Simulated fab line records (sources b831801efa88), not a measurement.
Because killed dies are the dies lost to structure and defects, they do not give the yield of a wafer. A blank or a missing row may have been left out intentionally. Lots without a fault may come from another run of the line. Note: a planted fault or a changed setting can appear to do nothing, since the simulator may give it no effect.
The tool behind it: which one? / flow gf180mcu / 12 lots, 36 wafers sampled, at 4 steps of a route of 602

WHAT EACH GAUGE READ, for each wafer
GF_HV_LDD_TW_MEAS_38. Usual: HV_LDD_3_TW typically reads 1436, with standard deviation 7.2.
lot=L733; measured=day 12 15:05; on=film-metro-04; HV_LDD_3_TW=1429 1432 1425; flag=
lot=L736; measured=day 13 19:50; on=film-metro-02; HV_LDD_3_TW=1443 1440 1438; flag=
lot=L739; measured=day 14 17:44; on=film-metro-02; HV_LDD_3_TW=1423 1424 1426; flag=
lot=L740; measured=day 15 02:01; on=film-metro-01; HV_LDD_3_TW=1442 1435 1438; flag=
lot=L741; measured=day 15 12:02; on=film-metro-02; HV_LDD_3_TW=1424 1428 1424; flag=
lot=L743; measured=day 15 21:15; on=film-metro-04; HV_LDD_3_TW=1437 1439 1433; flag=
lot=L746; measured=day 16 21:12; on=film-metro-01; HV_LDD_3_TW=1438 1444 1444; flag=
lot=L747; measured=day 17 05:06; on=film-metro-04; HV_LDD_3_TW=1413 1405 1412; flag=OFF
lot=L749; measured=day 18 00:32; on=film-metro-04; HV_LDD_3_TW=1397 1397 1401; flag=OFF
lot=L750; measured=day 18 04:34; on=film-metro-02; HV_LDD_3_TW=1445 1431 1442; flag=
lot=L752; measured=day 18 22:07; on=film-metro-01; HV_LDD_3_TW=1440 1438 1436; flag=
lot=L753; measured=day 19 03:07; on=film-metro-02; HV_LDD_3_TW=1442 1428 1433; flag=

GF_HV_LDD_RS_MEAS_53: measurement is done with a four-point probe. Usual: HV_LDD_RS typically reads 418.3 ohm/sq, with standard deviation 0.84.
lot=L733; measured=day 13 11:25; on=film-metro-01; HV_LDD_RS (ohm/sq)=418.0 418.0 418.8; flag=
lot=L736; measured=day 14 17:25; on=film-metro-04; HV_LDD_RS (ohm/sq)=417.4 417.7 417.0; flag=
lot=L739; measured=day 15 15:26; on=film-metro-01; HV_LDD_RS (ohm/sq)=418.8 418.8 418.2; flag=
lot=L740; measured=day 16 00:35; on=film-metro-04; HV_LDD_RS (ohm/sq)=418.5 418.5 417.6; flag=
lot=L741; measured=day 16 10:25; on=film-metro-02; HV_LDD_RS (ohm/sq)=419.2 419.7 419.7; flag=
lot=L743; measured=day 16 20:20; on=film-metro-01; HV_LDD_RS (ohm/sq)=418.2 419.5 421.2; flag=
lot=L746; measured=day 17 19:40; on=film-metro-01; HV_LDD_RS (ohm/sq)=418.6 419.0 419.6; flag=
lot=L747; measured=day 18 03:26; on=film-metro-01; HV_LDD_RS (ohm/sq)=421.7 422.3 422.2; flag=OFF
lot=L749; measured=day 19 00:01; on=film-metro-02; HV_LDD_RS (ohm/sq)=421.2 422.0 423.0; flag=OFF
lot=L750; measured=day 19 04:10; on=film-metro-01; HV_LDD_RS (ohm/sq)=419.2 418.8 419.1; flag=
lot=L752; measured=day 19 22:16; on=film-metro-01; HV_LDD_RS (ohm/sq)=419.4 418.0 419.7; flag=
lot=L753; measured=day 20 03:03; on=film-metro-02; HV_LDD_RS (ohm/sq)=418.8 418.1 418.3; flag=

WHAT TOOL EACH LOT RAN ON (gives the tool, then ch and the chambers of the sampled wafers, and finally the start)
lot=L733; GF_NWELL_STRIP_10=plasma-asher-02 ch 0,1, day 3 23:31; GF_HV_LDD_IMPLANT_33=implanter-01 ch 0, day 12 14:23
lot=L736; GF_NWELL_STRIP_10=plasma-asher-02 ch 0,1, day 4 17:23; GF_HV_LDD_IMPLANT_33=implanter-04 ch 0, day 13 19:05
lot=L739; GF_NWELL_STRIP_10=plasma-asher-01 ch 0, day 5 11:07; GF_HV_LDD_IMPLANT_33=implanter-01 ch 0, day 14 17:03
lot=L740; GF_NWELL_STRIP_10=plasma-asher-01 ch 0,1, day 5 14:29; GF_HV_LDD_IMPLANT_33=implanter-01 ch 0, day 15 01:20
lot=L741; GF_NWELL_STRIP_10=plasma-asher-01 ch 0,1, day 5 21:26; GF_HV_LDD_IMPLANT_33=implanter-04 ch 0, day 15 11:20
lot=L743; GF_NWELL_STRIP_10=plasma-asher-01 ch 0,1, day 6 08:01; GF_HV_LDD_IMPLANT_33=implanter-04 ch 0, day 15 20:33
lot=L746; GF_NWELL_STRIP_10=plasma-asher-02 ch 0,1, day 7 00:37; GF_HV_LDD_IMPLANT_33=implanter-04 ch 0, day 16 20:32
lot=L747; GF_NWELL_STRIP_10=plasma-asher-01 ch 0, day 7 04:29; GF_HV_LDD_IMPLANT_33=implanter-01 ch 0, day 17 04:24
lot=L749; GF_NWELL_STRIP_10=plasma-asher-01 ch 0,1, day 7 20:35; GF_HV_LDD_IMPLANT_33=implanter-01 ch 0, day 17 23:50
lot=L750; GF_NWELL_STRIP_10=plasma-asher-01 ch 0,1, day 7 22:07; GF_HV_LDD_IMPLANT_33=implanter-02 ch 0, day 18 03:52
lot=L752; GF_NWELL_STRIP_10=plasma-asher-01 ch 0,1, day 8 10:23; GF_HV_LDD_IMPLANT_33=implanter-02 ch 0, day 18 21:25
lot=L753; GF_NWELL_STRIP_10=plasma-asher-03 ch 0,1, day 8 14:46; GF_HV_LDD_IMPLANT_33=implanter-02 ch 0, day 19 02:25
- GF_NWELL_STRIP_10: strips in O2/N2.
- GF_HV_LDD_IMPLANT_33

WHAT THE TOOLS THEMSELVES READ (means of the sampled wafers that have a number; where no wafer has one, the mark that the record gives instead)
GF_NWELL_STRIP_10. Usual: drypump-motor-current-A 5.90 A, standard deviation 0.14; heater-power-w 327 W, standard deviation 55; n2-flow-sccm 300.0 sccm, standard deviation 0.84; oes-product-au 0.722 a.u., standard deviation 0.0043; platen-temp-c 250.00 C, standard deviation 0.17; strip-time-to-endpoint-s 36.64 s, standard deviation 0.11.
lot=L733; tool=plasma-asher-02; drypump-motor-current-A (A)=5.87; heater-power-w (W)=275; n2-flow-sccm (sccm)=300.1; oes-product-au (a.u.)=0.720; platen-temp-c (C)=250.06; strip-time-to-endpoint-s (s)=36.55; flag=
lot=L736; tool=plasma-asher-02; drypump-motor-current-A (A)=5.88; heater-power-w (W)=271; n2-flow-sccm (sccm)=301.2; oes-product-au (a.u.)=0.722; platen-temp-c (C)=250.07; strip-time-to-endpoint-s (s)=36.61; flag=
lot=L739; tool=plasma-asher-01; drypump-motor-current-A (A)=5.88; heater-power-w (W)=412; n2-flow-sccm (sccm)=300.5; oes-product-au (a.u.)=0.717; platen-temp-c (C)=250.31; strip-time-to-endpoint-s (s)=36.72; flag=
lot=L740; tool=plasma-asher-01; drypump-motor-current-A (A)=5.96; heater-power-w (W)=343; n2-flow-sccm (sccm)=299.8; oes-product-au (a.u.)=0.721; platen-temp-c (C)=250.03; strip-time-to-endpoint-s (s)=36.61; flag=
lot=L741; tool=plasma-asher-01; drypump-motor-current-A (A)=5.92; heater-power-w (W)=374; n2-flow-sccm (sccm)=300.4; oes-product-au (a.u.)=0.722; platen-temp-c (C)=249.90; strip-time-to-endpoint-s (s)=36.57; flag=
lot=L743; tool=plasma-asher-01; drypump-motor-current-A (A)=5.94; heater-power-w (W)=338; n2-flow-sccm (sccm)=300.3; oes-product-au (a.u.)=0.721; platen-temp-c (C)=250.03; strip-time-to-endpoint-s (s)=36.60; flag=
lot=L746; tool=plasma-asher-02; drypump-motor-current-A (A)=5.87; heater-power-w (W)=282; n2-flow-sccm (sccm)=300.3; oes-product-au (a.u.)=0.723; platen-temp-c (C)=249.95; strip-time-to-endpoint-s (s)=36.65; flag=
lot=L747; tool=plasma-asher-01; drypump-motor-current-A (A)=5.88; heater-power-w (W)=415; n2-flow-sccm (sccm)=300.7; oes-product-au (a.u.)=0.724; platen-temp-c (C)=249.80; strip-time-to-endpoint-s (s)=36.55; flag=
lot=L749; tool=plasma-asher-01; drypump-motor-current-A (A)=5.89; heater-power-w (W)=379; n2-flow-sccm (sccm)=300.4; oes-product-au (a.u.)=0.720; platen-temp-c (C)=250.02; strip-time-to-endpoint-s (s)=36.65; flag=
lot=L750; tool=plasma-asher-01; drypump-motor-current-A (A)=5.92; heater-power-w (W)=345; n2-flow-sccm (sccm)=299.6; oes-product-au (a.u.)=0.724; platen-temp-c (C)=249.85; strip-time-to-endpoint-s (s)=36.69; flag=
lot=L752; tool=plasma-asher-01; drypump-motor-current-A (A)=5.92; heater-power-w (W)=375; n2-flow-sccm (sccm)=299.8; oes-product-au (a.u.)=0.716; platen-temp-c (C)=250.09; strip-time-to-endpoint-s (s)=36.61; flag=
lot=L753; tool=plasma-asher-03; drypump-motor-current-A (A)=5.88; heater-power-w (W)=281; n2-flow-sccm (sccm)=299.7; oes-product-au (a.u.)=0.726; platen-temp-c (C)=249.88; strip-time-to-endpoint-s (s)=36.67; flag=

GF_HV_LDD_IMPLANT_33. Usual: tilt-deg 29.996 degrees, standard deviation 0.021.
lot=L733; tool=implanter-01; tilt-deg (degrees)=29.976; flag=
lot=L736; tool=implanter-04; tilt-deg (degrees)=30.016; flag=
lot=L739; tool=implanter-01; tilt-deg (degrees)=29.989; flag=
lot=L740; tool=implanter-01; tilt-deg (degrees)=29.993; flag=
lot=L741; tool=implanter-04; tilt-deg (degrees)=29.964; flag=
lot=L743; tool=implanter-04; tilt-deg (degrees)=29.996; flag=
lot=L746; tool=implanter-04; tilt-deg (degrees)=29.983; flag=
lot=L747; tool=implanter-01; tilt-deg (degrees)=29.985; flag=
lot=L749; tool=implanter-01; tilt-deg (degrees)=29.993; flag=
lot=L750; tool=implanter-02; tilt-deg (degrees)=30.007; flag=
lot=L752; tool=implanter-02; tilt-deg (degrees)=30.039; flag=
lot=L753; tool=implanter-02; tilt-deg (degrees)=29.982; flag=

THE ANSWER, worked out from the rows above alone
Rule: lot off if the mean of its wafers having a number is beyond 3 standard deviations from the usual mean. Also off: a lot with no number at a reading for which 4 or more lots have one. The other lots that the step has rows for count as sound. The gauges are gone through in route order, then the tools' own readings, and for those a lot's mean is taken as printed above. The first step at which some lot is off is used, and at that step the reading that is off furthest; a lot without a number counts as furthest.
Off: L747, L749, seen at GF_HV_LDD_TW_MEAS_38 (HV_LDD_3_TW).
If a tool, at a process step before that reading, ran all the lots that are off and no sound lot after the first of them, it fits. Not tried: the gauges at GF_HV_LDD_TW_MEAS_38; whatever is off there is also off at GF_HV_LDD_RS_MEAS_53, on other tools, and gauge error can't account for it. One candidate fits, namely implanter-01 at GF_HV_LDD_IMPLANT_33. A fault onset in the window from L740 (day 15 01:20, its last sound lot) to L747 (day 17 04:24, its first lot off) fits.

WHAT THE SIMULATOR HAD INSERTED
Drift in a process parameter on implanter-01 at GF_HV_LDD_IMPLANT_33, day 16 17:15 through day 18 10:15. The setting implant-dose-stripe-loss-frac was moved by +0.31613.
Struck lots among those shown: L747, L749. The rule above found the same.
